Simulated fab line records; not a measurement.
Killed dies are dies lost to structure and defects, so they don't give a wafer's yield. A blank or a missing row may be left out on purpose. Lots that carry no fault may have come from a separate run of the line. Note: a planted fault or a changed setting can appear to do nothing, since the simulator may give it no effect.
Matching of chambers / flow gf180mcu / GF_V3_ETCH_16 on rieDiel-03: 3 sister chambers
The step etches BARC in N2/H2. 3 wafers are shown with their chamber, then 3 later ones without.

== WAFERS WITH THEIR CHAMBER ==
wafer=L813.6; chamber=2; drypumpMotorCurrentA (A)=5.7
wafer=L819.2; chamber=1; drypumpMotorCurrentA (A)=5.4
wafer=L819.4; chamber=3; drypumpMotorCurrentA (A)=5.5

== WAFERS MISSING THEIR CHAMBER ==
wafer=L819.5; drypumpMotorCurrentA (A)=5.4
wafer=L821.3; drypumpMotorCurrentA (A)=5.4
wafer=L826.1; drypumpMotorCurrentA (A)=5.6

== THE CHAMBER EACH PASSED THROUGH ==
wafer=L819.5; from the rows above=can't be placed: 1 or 3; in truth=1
wafer=L821.3; from the rows above=can't be placed: 1 or 3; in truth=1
wafer=L826.1; from the rows above=can't be placed: 3 or 2 or 1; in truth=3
Placed correctly: 0 of 3. Unplaceable from these rows: 3, with the true chamber sitting among the candidates in 3. Number placed wrongly: 0.
How it was worked out, from the rows above alone: a wafer's distance from a chamber is the root of the sum, over the readings, of the square of ((its reading less the chamber's mean) divided by the reading's scatter). The wafer belongs to the nearest chamber; if the next one is less than 2 further off, it can't be placed. Each chamber's mean is taken over the wafers shown for it. The scatter: root of mean squared gap, hidden wafer to nearest shown wafer, with one shown wafer a chamber.
